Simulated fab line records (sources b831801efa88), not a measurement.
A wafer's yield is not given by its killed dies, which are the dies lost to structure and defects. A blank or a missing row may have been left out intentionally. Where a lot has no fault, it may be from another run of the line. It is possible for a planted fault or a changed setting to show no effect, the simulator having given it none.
fab line records ; flow sky130 ; part 1 of 2: steps 1 to 26 of 35
record lots=5; wafers=15; lastDay=50
route steps=708 shown METAL3@536 CAPM@537
lots with no fault: from the same line, run without faults
startH: start of the lot's first displayed wafer, in hours after the record's first day ; waitH: how many hours have passed since the lot's step before this one ; " same as the row above ; L1.1+2: several wafers, shown together as one row ; - no value, or no start was given ; * or withheld: withheld ; < > ~ a bound
route shown NAME@n: names a module that has steps shown in the file, with the first one's number in the route ; usual: mean/standard deviation of fault-free wafers ; same: alike in all rows ; chamber/n: place in a boat ; sites: per-site readings ; _std_site: their standard deviation ; _edge_site: mean of outer sites minus mean of inner sites ; radiusMm: how far each site lies from the wafer's centre ; mask NAME#n: copy n ; behind: tool/chamber where the wafer was last shaped ; hold: what put the lot on hold/how long, in hours/how the hold closed ; device: the transistor (n, p or np) that didn't switch ; end of line: the tests these same wafers got at the end of their route ; a step with no rows: only its recipe ; killed: count of dies lost to structure and defects at first sort (not the wafer's yield) ; map: the dies of a wafer, with x for killed, . for not killed, _ for no die there
set.NAME: the run value of the setting; set.NAME@STEP: its run value at that earlier step ; model.NAME: the simulator's own value behind a step, which no gauge read
lots seen at some steps along the route; tables by step, rows by wafer
services: when a tool's chamber went out of use (startH, in hours from the record's first day, below 0 if earlier), for how many hours, and the reason
## steps
# step SKY_METAL3_SPUTTER_04
# recipe material=TiN; targetThkNm=70; powerW=6500; timeS=58.3; chamberPressurePa=0.4
# usual throttleValvePct=29.6/0.85
# same timeS=58.3
lot.wafer;tool;chamber;startH;waitH;throttleValvePct
L077.1;pvdSputter-02;-;891.18;0.0;31.0
L077.4;pvdSputter-02;-;891.18;0.0;30.3
L077.6;pvdSputter-02;-;891.18;0.0;30.5
L083.2;pvdSputter-01;-;937.68;0.0;28.8
L083.3;pvdSputter-01;-;937.68;0.0;28.3
L083.4;pvdSputter-01;-;937.68;0.0;29.3
L089.1;pvdSputter-01;-;976.66;0.0;29.0
L089.3;pvdSputter-01;-;976.66;0.0;31.1
L089.4;pvdSputter-01;-;976.66;0.0;28.3
L094.1;pvdSputter-01;-;997.67;0.0;30.8
L094.4;pvdSputter-01;-;997.67;0.0;28.9
L094.6;pvdSputter-01;-;997.67;0.0;29.1
L095.2;pvdSputter-01;-;1011.05;0.0;28.6
L095.4;pvdSputter-01;-;1011.05;0.0;30.7
L095.6;pvdSputter-01;-;1011.05;0.0;31.2
# step SKY_CAPM_CVD_00
# recipe material=SiO2; targetThkNm=15.5; tempC=400; timeS=withheld; rfW=450
# usual heaterPowerW=721/79
lot.wafer;tool;chamber;startH;waitH;heaterPowerW
L077.1;pecvd-04;0;891.23;0.0;639
L077.4;pecvd-04;2;891.23;0.0;794
L077.6;pecvd-04;0;891.23;0.0;646
L083.2;pecvd-04;2;937.73;0.0;722
L083.3;pecvd-04;1;937.73;0.0;596
L083.4;pecvd-04;0;937.73;0.0;724
L089.1;pecvd-01;0;976.71;0.0;682
L089.3;pecvd-01;1;976.71;0.0;830
L089.4;pecvd-01;1;976.71;0.0;792
L094.1;pecvd-02;1;997.72;0.0;787
L094.4;pecvd-02;2;997.72;0.0;806
L094.6;pecvd-02;0;997.72;0.0;650
L095.2;pecvd-01;1;1011.10;0.0;717
L095.4;pecvd-01;1;1011.10;0.0;702
L095.6;pecvd-01;2;1011.10;0.0;799
# step SKY_CAPM_THK_MEAS_01
# recipe reads=SiO2_of_CAPM_CVD_00
# usual CAPM_CVD_00_THK=15.59/0.26
lot.wafer;tool;chamber;startH;waitH;CAPM_CVD_00_THK[nm]
L077.1;filmMetro-01;-;891.25;-;15.57
L077.4;filmMetro-01;-;891.25;-;15.75
L077.6;filmMetro-01;-;891.25;-;15.56
L083.2;filmMetro-01;-;937.76;-;15.81
L083.3;filmMetro-01;-;937.76;-;15.43
L083.4;filmMetro-01;-;937.76;-;15.91
L089.1;filmMetro-02;-;976.73;-;15.33
L089.3;filmMetro-02;-;976.73;-;15.52
L089.4;filmMetro-02;-;976.73;-;15.90
L094.1;filmMetro-04;-;997.74;-;15.64
L094.4;filmMetro-04;-;997.74;-;15.64
L094.6;filmMetro-04;-;997.74;-;15.84
L095.2;filmMetro-04;-;1011.13;-;15.50
L095.4;filmMetro-04;-;1011.13;-;15.57
L095.6;filmMetro-04;-;1011.13;-;15.98
# step SKY_CAPM_SPUTTER_02
# recipe material=TiN; targetThkNm=200; tempC=300; powerW=6500; timeS=161.7; chamberPressurePa=0.4
# usual throttleValvePct=29.6/0.68
# same timeS=161.7
lot.wafer;tool;chamber;startH;waitH;throttleValvePct
L077.1;pvdSputter-04;-;891.31;0.1;28.8
L077.4;pvdSputter-04;-;891.31;0.1;29.1
L077.6;pvdSputter-04;-;891.31;0.1;29.4
L083.2;pvdSputter-04;-;937.81;0.0;29.3
L083.3;pvdSputter-04;-;937.81;0.0;29.2
L083.4;pvdSputter-04;-;937.81;0.0;30.0
L089.1;pvdSputter-04;-;976.79;0.1;29.0
L089.3;pvdSputter-04;-;976.79;0.1;29.5
L089.4;pvdSputter-04;-;976.79;0.1;29.4
L094.1;pvdSputter-02;-;997.80;0.1;30.3
L094.4;pvdSputter-02;-;997.80;0.1;30.4
L094.6;pvdSputter-02;-;997.80;0.1;30.2
L095.2;pvdSputter-04;-;1011.18;0.0;29.2
L095.4;pvdSputter-04;-;1011.18;0.0;29.0
L095.6;pvdSputter-04;-;1011.18;0.0;29.3
# step SKY_CAPM_RS_MEAS_03
# recipe thkMeasGauge=four-point-probe; reads=TiN_of_CAPM_SPUTTER_02
# usual CAPM_TIN_RS=7.11/0.078
lot.wafer;tool;chamber;startH;waitH;CAPM_TIN_RS[ohm/sq]
L077.1;filmMetro-04;-;891.42;0.1;7.26
L077.4;filmMetro-04;-;891.42;0.1;7.09
L077.6;filmMetro-04;-;891.42;0.1;7.24
L083.2;filmMetro-04;-;937.94;0.1;7.09
L083.3;filmMetro-04;-;937.94;0.1;7.14
L083.4;filmMetro-04;-;937.94;0.1;7.07
L089.1;filmMetro-04;-;976.90;0.1;7.13
L089.3;filmMetro-04;-;976.90;0.1;7.04
L089.4;filmMetro-04;-;976.90;0.1;7.14
L094.1;filmMetro-02;-;997.91;0.1;7.15
L094.4;filmMetro-02;-;997.91;0.1;7.23
L094.6;filmMetro-02;-;997.91;0.1;7.09
L095.2;filmMetro-01;-;1011.31;0.1;7.09
L095.4;filmMetro-01;-;1011.31;0.1;7.27
L095.6;filmMetro-01;-;1011.31;0.1;7.11
# step SKY_CAPM_THK_MEAS_04
# recipe thkMeasGauge=xrf; reads=TiN_of_CAPM_SPUTTER_02
# usual CAPM_TIN_THK=193.4/2
lot.wafer;tool;chamber;startH;waitH;CAPM_TIN_THK[nm]
L077.1;filmMetro-04;-;891.54;0.1;190.7
L077.4;filmMetro-04;-;891.54;0.1;194.6
L077.6;filmMetro-04;-;891.54;0.1;190.6
L083.2;filmMetro-04;-;938.05;0.1;192.7
L083.3;filmMetro-04;-;938.05;0.1;191.7
L083.4;filmMetro-04;-;938.05;0.1;193.2
L089.1;filmMetro-04;-;977.02;0.1;192.3
L089.3;filmMetro-04;-;977.02;0.1;195.2
L089.4;filmMetro-04;-;977.02;0.1;192.7
L094.1;filmMetro-02;-;998.03;0.1;191.9
L094.4;filmMetro-02;-;998.03;0.1;190.1
L094.6;filmMetro-02;-;998.03;0.1;194.0
L095.2;filmMetro-01;-;1011.42;0.1;194.4
L095.4;filmMetro-01;-;1011.42;0.1;189.7
L095.6;filmMetro-01;-;1011.42;0.1;193.4
# step SKY_CAPM_DEHYDRATE_05
# recipe tempC=200; timeS=60
# usual exhaustPa=44.9/0.86
# same timeS=60
lot.wafer;tool;chamber;startH;waitH;exhaustPa
L077.1;lithoTrack-01;0;903.80;12.2;44.3
L077.4;lithoTrack-01;0;903.80;12.2;46.0
L077.6;lithoTrack-01;0;903.80;12.2;44.1
L083.2;lithoTrack-04;0;949.50;11.4;43.4
L083.3;lithoTrack-04;0;949.50;11.4;43.3
L083.4;lithoTrack-04;0;949.50;11.4;43.3
L089.1;lithoTrack-04;0;988.18;11.1;45.6
L089.3;lithoTrack-04;0;988.18;11.1;45.4
L089.4;lithoTrack-04;0;988.18;11.1;45.0
L094.1;lithoTrack-02;0;1009.23;11.2;45.3
L094.4;lithoTrack-02;0;1009.23;11.2;46.8
L094.6;lithoTrack-02;0;1009.23;11.2;45.1
L095.2;lithoTrack-01;0;1022.37;10.9;43.9
L095.4;lithoTrack-01;0;1022.37;10.9;44.3
L095.6;lithoTrack-01;0;1022.37;10.9;44.4
# step SKY_CAPM_HMDS_06
# recipe primeTimeS=60; primeTempC=120
# usual exhaustPa=45.0/0.93
# same primeTimeS=60
lot.wafer;tool;chamber;startH;waitH;exhaustPa
L077.1;lithoTrack-01;0;903.95;0.1;46.0
L077.4;lithoTrack-01;0;903.95;0.1;45.7
L077.6;lithoTrack-01;0;903.95;0.1;45.6
L083.2;lithoTrack-04;0;949.65;0.1;43.8
L083.3;lithoTrack-04;0;949.65;0.1;43.9
L083.4;lithoTrack-04;0;949.65;0.1;44.9
L089.1;lithoTrack-04;0;988.33;0.1;43.6
L089.3;lithoTrack-04;0;988.33;0.1;45.0
L089.4;lithoTrack-04;0;988.33;0.1;46.4
L094.1;lithoTrack-02;0;1009.38;0.1;46.7
L094.4;lithoTrack-02;0;1009.38;0.1;44.9
L094.6;lithoTrack-02;0;1009.38;0.1;45.0
L095.2;lithoTrack-01;0;1022.52;0.1;44.1
L095.4;lithoTrack-01;0;1022.52;0.1;45.7
L095.6;lithoTrack-01;0;1022.52;0.1;43.4
# step SKY_CAPM_COAT_07
# recipe resist=NOVOLAK; spinRpm=3000; resistThkNm=1140
# usual exhaustPa=45.1/0.83; spinSpeedRpm=2999.6/2.3
lot.wafer;tool;chamber;startH;waitH;exhaustPa;spinSpeedRpm
L077.1;lithoTrack-01;0;904.10;0.1;46.1;2997.7
L077.4;lithoTrack-01;0;904.10;0.1;44.8;2995.2
L077.6;lithoTrack-01;0;904.10;0.1;45.4;3001.8
L083.2;lithoTrack-04;0;949.80;0.1;45.1;3000.2
L083.3;lithoTrack-04;0;949.80;0.1;45.7;2997.3
L083.4;lithoTrack-04;0;949.80;0.1;44.9;2998.7
L089.1;lithoTrack-04;0;988.48;0.1;46.4;3004.2
L089.3;lithoTrack-04;0;988.48;0.1;45.7;2999.1
L089.4;lithoTrack-04;0;988.48;0.1;45.3;3001.8
L094.1;lithoTrack-02;0;1009.53;0.1;45.1;2999.5
L094.4;lithoTrack-02;0;1009.53;0.1;44.9;2999.9
L094.6;lithoTrack-02;0;1009.53;0.1;45.5;3000.3
L095.2;lithoTrack-01;0;1022.67;0.1;45.0;2998.8
L095.4;lithoTrack-01;0;1022.67;0.1;44.2;2999.2
L095.6;lithoTrack-01;0;1022.67;0.1;44.0;2999.8
# step SKY_CAPM_SOFTBAKE_08
# recipe tempC=90; timeS=60; resist=NOVOLAK
# usual exhaustPa=45.0/0.89
# same timeS=60
lot.wafer;tool;chamber;startH;waitH;exhaustPa
L077.1;lithoTrack-01;0;904.25;0.1;45.4
L077.4;lithoTrack-01;0;904.25;0.1;44.1
L077.6;lithoTrack-01;0;904.25;0.1;45.1
L083.2;lithoTrack-04;0;949.95;0.1;44.6
L083.3;lithoTrack-04;0;949.95;0.1;44.8
L083.4;lithoTrack-04;0;949.95;0.1;44.1
L089.1;lithoTrack-04;0;988.63;0.1;44.1
L089.3;lithoTrack-04;0;988.63;0.1;44.3
L089.4;lithoTrack-04;0;988.63;0.1;43.5
L094.1;lithoTrack-02;0;1009.68;0.1;44.2
L094.4;lithoTrack-02;0;1009.68;0.1;45.0
L094.6;lithoTrack-02;0;1009.68;0.1;44.5
L095.2;lithoTrack-01;0;1022.82;0.1;44.9
L095.4;lithoTrack-01;0;1022.82;0.1;43.9
L095.6;lithoTrack-01;0;1022.82;0.1;46.8
# step SKY_CAPM_EXPOSE_09
# recipe maskId=CAPM; na=0.6; sourceShape=conventional; sigmaOuter=0.6; polarization=unpolarized; targetCdNm=1000; doseMj=159
lot.wafer;tool;chamber;startH;waitH;mask
L077.1+4+6;ilineStepper-01;0;-;-;CAPM#0
L083.2+3+4;ilineStepper-01;0;-;-;CAPM#0
L089.1+3+4;ilineStepper-02;0;-;-;CAPM#0
L094.1+4+6;ilineStepper-02;0;-;-;CAPM#0
L095.2+4+6;ilineStepper-02;0;-;-;CAPM#0
# step SKY_CAPM_PEB_10
# recipe tempC=withheld; timeS=*; resist=NOVOLAK
# usual exhaustPa=45.1/0.73
# same timeS=*
lot.wafer;tool;chamber;startH;waitH;exhaustPa
L077.1;lithoTrack-04;0;-;-;45.1
L077.4;lithoTrack-04;0;-;-;45.2
L077.6;lithoTrack-04;0;-;-;44.8
L083.2;lithoTrack-02;0;-;-;44.2
L083.3;lithoTrack-02;0;-;-;45.2
L083.4;lithoTrack-02;0;-;-;45.3
L089.1;lithoTrack-02;0;-;-;44.1
L089.3;lithoTrack-02;0;-;-;44.5
L089.4;lithoTrack-02;0;-;-;44.0
L094.1;lithoTrack-02;0;-;-;44.1
L094.4;lithoTrack-02;0;-;-;43.8
L094.6;lithoTrack-02;0;-;-;43.6
L095.2;lithoTrack-01;0;-;-;45.1
L095.4;lithoTrack-01;0;-;-;45.2
L095.6;lithoTrack-01;0;-;-;46.1
# step SKY_CAPM_DEVELOP_11
# recipe resist=NOVOLAK; developer=TMAH; developTimeS=60; devTempC=23
# usual exhaustPa=44.9/1
# same developTimeS=60
lot.wafer;tool;chamber;startH;waitH;exhaustPa
L077.1;lithoTrack-04;0;916.83;0.1;44.8
L077.4;lithoTrack-04;0;916.83;0.1;46.5
L077.6;lithoTrack-04;0;916.83;0.1;45.8
L083.2;lithoTrack-02;0;962.16;0.1;44.8
L083.3;lithoTrack-02;0;962.16;0.1;43.5
L083.4;lithoTrack-02;0;962.16;0.1;44.2
L089.1;lithoTrack-02;0;999.78;0.1;44.7
L089.3;lithoTrack-02;0;999.78;0.1;45.9
L089.4;lithoTrack-02;0;999.78;0.1;45.2
L094.1;lithoTrack-02;0;1020.98;0.1;43.2
L094.4;lithoTrack-02;0;1020.98;0.1;44.4
L094.6;lithoTrack-02;0;1020.98;0.1;43.4
L095.2;lithoTrack-01;0;1034.27;0.1;44.3
L095.4;lithoTrack-01;0;1034.27;0.1;46.5
L095.6;lithoTrack-01;0;1034.27;0.1;44.8
# step SKY_CAPM_OVL_MEAS_12
# usual CAPM_OVL=1.1/1.3
lot.wafer;tool;chamber;startH;waitH;CAPM_OVL[nm]
L077.1;overlay-02;-;916.98;0.1;2.2
L077.4;overlay-02;-;916.98;0.1;2.4
L077.6;overlay-02;-;916.98;0.1;1.0
L083.2;overlay-02;-;962.29;0.1;-0.1
L083.3;overlay-02;-;962.29;0.1;0.5
L083.4;overlay-02;-;962.29;0.1;1.2
L089.1;overlay-01;-;999.93;0.1;2.4
L089.3;overlay-01;-;999.93;0.1;1.3
L089.4;overlay-01;-;999.93;0.1;1.6
L094.1;overlay-01;-;1021.13;0.1;-0.7
L094.4;overlay-01;-;1021.13;0.1;-0.2
L094.6;overlay-01;-;1021.13;0.1;-0.9
L095.2;overlay-01;-;1034.40;0.1;4.3
L095.4;overlay-01;-;1034.40;0.1;1.7
L095.6;overlay-01;-;1034.40;0.1;3.4
# step SKY_CAPM_METAL_ETCH_13
# recipe targetDepthNm=220; stopOn=SiO2; chemistry=Cl2/BCl3; target=TiN; pressureMtorr=10; icpW=869.1; biasW=48.5; Cl2_flow_sccm=60; bcl3FlowSccm=30; timeS=62.9
# usual drypumpMotorCurrentA=5.7/0.56; oesProductAu=0.925/0.0066; throttleValvePct=21.912/0.011
# same timeS=62.9
lot.wafer;tool;chamber;startH;waitH;drypumpMotorCurrentA;oesProductAu;rfHoursCounterH;throttleValvePct
L077.1;rieMetal-03;1;917.01;0.0;6.2;0.913;9;21.911
L077.4;rieMetal-03;0;917.01;0.0;5.6;0.925;-;21.914
L077.6;rieMetal-03;0;917.01;0.0;5.6;0.921;-;21.924
L083.2;rieMetal-04;0;962.32;0.0;5.1;0.922;11;21.910
L083.3;rieMetal-04;0;962.32;0.0;5.1;0.921;-;21.924
L083.4;rieMetal-04;1;962.32;0.0;5.2;0.931;-;21.904
L089.1;rieMetal-02;1;999.97;0.0;5.8;0.917;2;21.906
L089.3;rieMetal-02;0;999.97;0.0;6.6;0.925;-;21.914
L089.4;rieMetal-02;1;999.97;0.0;5.8;0.932;-;21.917
L094.1;rieMetal-03;0;1021.17;0.0;5.6;0.931;9;21.897
L094.4;rieMetal-03;1;1021.17;0.0;6.2;0.918;-;21.913
L094.6;rieMetal-03;1;1021.17;0.0;6.2;0.923;-;21.923
L095.2;rieMetal-02;1;1034.43;0.0;5.7;0.926;3;21.915
L095.4;rieMetal-02;1;1034.43;0.0;5.8;0.909;-;21.920
L095.6;rieMetal-02;0;1034.43;0.0;6.6;0.924;-;21.915
# step SKY_CAPM_STRIP_14
# recipe chemistry=O2/N2; powerW=1400; pressureMtorr=1500; platenTempC=withheld; o2FlowSccm=3000; n2FlowSccm=300; overashFraction=0.5
# usual drypumpMotorCurrentA=5.7/0.35; oesProductAu=0.711/0.0042; stripTimeToEndpointS=12.71/0.058
lot.wafer;tool;chamber;startH;waitH;drypumpMotorCurrentA;oesProductAu;rfHoursCounterH;stripTimeToEndpointS
L077.1;plasmaAsher-03;0;917.09;0.1;5.1;0.711;114;12.67
L077.4;plasmaAsher-03;0;917.09;0.1;5.0;0.706;-;12.77
L077.6;plasmaAsher-03;1;917.09;0.1;6.0;0.708;-;12.69
L083.2;plasmaAsher-03;0;962.40;0.1;5.1;0.712;120;12.75
L083.3;plasmaAsher-03;0;962.40;0.1;5.0;0.710;-;12.70
L083.4;plasmaAsher-03;1;962.40;0.1;6.0;0.708;-;12.71
L089.1;plasmaAsher-04;0;1000.05;0.1;6.0;0.714;85;12.66
L089.3;plasmaAsher-04;0;1000.05;0.1;5.9;0.711;-;12.56
L089.4;plasmaAsher-04;1;1000.05;0.1;5.7;0.707;-;12.66
L094.1;plasmaAsher-03;0;1021.25;0.1;5.1;0.714;127;12.76
L094.4;plasmaAsher-03;1;1021.25;0.1;6.0;0.711;-;12.74
L094.6;plasmaAsher-03;1;1021.25;0.1;6.0;0.711;-;12.73
L095.2;plasmaAsher-04;0;1034.51;0.1;6.0;0.719;88;12.64
L095.4;plasmaAsher-04;1;1034.51;0.1;5.7;0.714;-;12.65
L095.6;plasmaAsher-04;0;1034.51;0.1;6.0;0.712;-;12.62
# step SKY_CAPM_STRIP_15
# recipe chemistry=postEtchResidueRemover; timeS=1200; tempC=72.5
# same timeS=1200
lot.wafer;tool;chamber;startH;waitH
L077.1+4+6;wetBench-01;1;917.19;0.1
L083.2+3+4;wetBench-02;1;962.50;0.1
L089.1+3+4;wetBench-04;2;1000.15;0.1
L094.1+4+6;wetBench-02;1;1021.35;0.1
L095.2+4+6;wetBench-01;1;1034.61;0.1
# step SKY_CAPM_CLEAN_16
# recipe chemistry=IPA; timeS=180; tempC=25
# same timeS=180
lot.wafer;tool;chamber;startH;waitH
L077.1+4+6;wetBench-04;2;917.53;0.0
L083.2+3+4;wetBench-02;1;962.84;0.0
L089.1+3+4;wetBench-01;3;1000.49;0.0
L094.1+4+6;wetBench-01;0;1021.69;0.0
L095.2+4+6;wetBench-02;1;1034.95;0.0
# step SKY_CAPM_CLEAN_17
# recipe chemistry=O3/DIW; dry=n2Spin
lot.wafer;tool;chamber;startH;waitH
L077.1+4+6;wetBench-02;0;917.59;0.0
L083.2+3+4;wetBench-02;1;962.90;0.0
L089.1+3+4;wetBench-04;1;1000.55;0.0
L094.1+4+6;wetBench-02;1;1021.75;0.0
L095.2+4+6;wetBench-04;2;1035.01;0.0
# step SKY_METAL3_DEHYDRATE_05
# recipe tempC=200; timeS=60
# usual exhaustPa=44.9/0.95
# same timeS=60
lot.wafer;tool;chamber;startH;waitH;exhaustPa
L077.1;lithoTrack-03;0;929.45;11.8;46.0
L077.4;lithoTrack-03;0;929.45;11.8;45.0
L077.6;lithoTrack-03;0;929.45;11.8;46.6
L083.2;lithoTrack-02;0;974.66;11.7;45.8
L083.3;lithoTrack-02;0;974.66;11.7;45.8
L083.4;lithoTrack-02;0;974.66;11.7;45.8
L089.1;lithoTrack-02;0;1012.18;11.5;46.3
L089.3;lithoTrack-02;0;1012.18;11.5;44.5
L089.4;lithoTrack-02;0;1012.18;11.5;45.1
L094.1;lithoTrack-03;0;1032.75;10.9;44.6
L094.4;lithoTrack-03;0;1032.75;10.9;46.2
L094.6;lithoTrack-03;0;1032.75;10.9;45.1
L095.2;lithoTrack-02;0;1045.16;10.0;43.9
L095.4;lithoTrack-02;0;1045.16;10.0;44.0
L095.6;lithoTrack-02;0;1045.16;10.0;43.7
# step SKY_METAL3_HMDS_06
# recipe primeTimeS=60; primeTempC=120
# usual exhaustPa=44.9/0.88
# same primeTimeS=60
lot.wafer;tool;chamber;startH;waitH;exhaustPa
L077.1;lithoTrack-03;0;929.60;0.1;45.7
L077.4;lithoTrack-03;0;929.60;0.1;44.6
L077.6;lithoTrack-03;0;929.60;0.1;44.1
L083.2;lithoTrack-02;0;974.81;0.1;45.5
L083.3;lithoTrack-02;0;974.81;0.1;44.9
L083.4;lithoTrack-02;0;974.81;0.1;45.8
L089.1;lithoTrack-02;0;1012.33;0.1;43.7
L089.3;lithoTrack-02;0;1012.33;0.1;43.9
L089.4;lithoTrack-02;0;1012.33;0.1;44.3
L094.1;lithoTrack-03;0;1032.90;0.1;44.2
L094.4;lithoTrack-03;0;1032.90;0.1;45.6
L094.6;lithoTrack-03;0;1032.90;0.1;44.9
L095.2;lithoTrack-02;0;1045.31;0.1;43.6
L095.4;lithoTrack-02;0;1045.31;0.1;43.7
L095.6;lithoTrack-02;0;1045.31;0.1;43.7
# step SKY_METAL3_COAT_07
# recipe resist=BARC; tempC=withheld; timeS=withheld; spinRpm=3000; resistThkNm=60
# usual exhaustPa=45.0/0.84; spinSpeedRpm=2999.8/2.2
lot.wafer;tool;chamber;startH;waitH;exhaustPa;spinSpeedRpm
L077.1;lithoTrack-03;0;929.75;0.1;43.8;2999.4
L077.4;lithoTrack-03;0;929.75;0.1;45.0;2999.7
L077.6;lithoTrack-03;0;929.75;0.1;44.5;2999.2
L083.2;lithoTrack-02;0;974.96;0.1;43.4;2997.2
L083.3;lithoTrack-02;0;974.96;0.1;43.8;2997.4
L083.4;lithoTrack-02;0;974.96;0.1;44.9;2999.6
L089.1;lithoTrack-02;0;1012.48;0.1;44.9;3002.6
L089.3;lithoTrack-02;0;1012.48;0.1;45.1;2999.7
L089.4;lithoTrack-02;0;1012.48;0.1;45.4;3000.9
L094.1;lithoTrack-03;0;1033.05;0.1;45.4;2998.0
L094.4;lithoTrack-03;0;1033.05;0.1;45.4;2999.7
L094.6;lithoTrack-03;0;1033.05;0.1;45.6;2999.0
L095.2;lithoTrack-02;0;1045.46;0.1;44.8;2994.6
L095.4;lithoTrack-02;0;1045.46;0.1;43.6;3000.0
L095.6;lithoTrack-02;0;1045.46;0.1;45.0;2997.5
# step SKY_METAL3_COAT_08
# recipe resist=KrF-thick; spinRpm=3000; resistThkNm=1140
# usual exhaustPa=44.8/0.88; spinSpeedRpm=3000.0/2.1
lot.wafer;tool;chamber;startH;waitH;exhaustPa;spinSpeedRpm
L077.1;lithoTrack-03;0;-;-;44.9;2999.4
L077.4;lithoTrack-03;0;-;-;44.8;2998.9
L077.6;lithoTrack-03;0;-;-;44.6;2999.3
L083.2;lithoTrack-02;0;-;-;46.2;2999.8
L083.3;lithoTrack-02;0;-;-;45.6;2998.2
L083.4;lithoTrack-02;0;-;-;46.2;3000.6
L089.1;lithoTrack-02;0;-;-;45.8;2998.7
L089.3;lithoTrack-02;0;-;-;44.3;2997.9
L089.4;lithoTrack-02;0;-;-;45.3;2999.4
L094.1;lithoTrack-03;0;-;-;44.9;3002.0
L094.4;lithoTrack-03;0;-;-;43.7;3000.3
L094.6;lithoTrack-03;0;-;-;45.1;3003.4
L095.2;lithoTrack-02;0;-;-;44.4;2999.1
L095.4;lithoTrack-02;0;-;-;43.8;2999.6
L095.6;lithoTrack-02;0;-;-;44.0;2997.6
# step SKY_METAL3_SOFTBAKE_09
# recipe tempC=100; timeS=90; resist=KrF-thick
# usual exhaustPa=45.0/0.94
# same timeS=90
lot.wafer;tool;chamber;startH;waitH;exhaustPa
L077.1;lithoTrack-03;0;-;-;44.7
L077.4;lithoTrack-03;0;-;-;44.8
L077.6;lithoTrack-03;0;-;-;44.1
L083.2;lithoTrack-02;0;-;-;44.4
L083.3;lithoTrack-02;0;-;-;44.6
L083.4;lithoTrack-02;0;-;-;44.7
L089.1;lithoTrack-02;0;-;-;46.8
L089.3;lithoTrack-02;0;-;-;44.9
L089.4;lithoTrack-02;0;-;-;45.3
L094.1;lithoTrack-03;0;-;-;45.9
L094.4;lithoTrack-03;0;-;-;45.7
L094.6;lithoTrack-03;0;-;-;44.9
L095.2;lithoTrack-02;0;-;-;44.2
L095.4;lithoTrack-02;0;-;-;44.4
L095.6;lithoTrack-02;0;-;-;44.5
# step SKY_METAL3_EXPOSE_10
# recipe maskId=MM3; na=0.68; sourceShape=annular; sigmaInner=0.4; sigmaOuter=0.8; targetCdNm=300; doseMj=28
lot.wafer;tool;chamber;startH;waitH;mask
L077.1+4+6;krfScanner-02;0;-;-;MM3#0
L083.2+3+4;krfScanner-02;0;-;-;MM3#0
L089.1+3+4;krfScanner-01;0;-;-;MM3#0
L094.1+4+6;krfScanner-01;0;-;-;MM3#0
L095.2+4+6;krfScanner-02;0;-;-;MM3#0
# step SKY_METAL3_PEB_11
# recipe pebTempC=withheld; pebTimeS=withheld; resist=KrF-thick
# usual exhaustPa=45.1/0.88
lot.wafer;tool;chamber;startH;waitH;exhaustPa
L077.1;lithoTrack-04;0;-;-;44.5
L077.4;lithoTrack-04;0;-;-;45.1
L077.6;lithoTrack-04;0;-;-;45.1
L083.2;lithoTrack-02;0;-;-;44.4
L083.3;lithoTrack-02;0;-;-;43.9
L083.4;lithoTrack-02;0;-;-;45.5
L089.1;lithoTrack-04;0;-;-;45.1
L089.3;lithoTrack-04;0;-;-;45.1
L089.4;lithoTrack-04;0;-;-;45.2
L094.1;lithoTrack-04;0;-;-;46.8
L094.4;lithoTrack-04;0;-;-;45.9
L094.6;lithoTrack-04;0;-;-;45.4
L095.2;lithoTrack-03;0;-;-;43.6
L095.4;lithoTrack-03;0;-;-;45.4
L095.6;lithoTrack-03;0;-;-;43.0
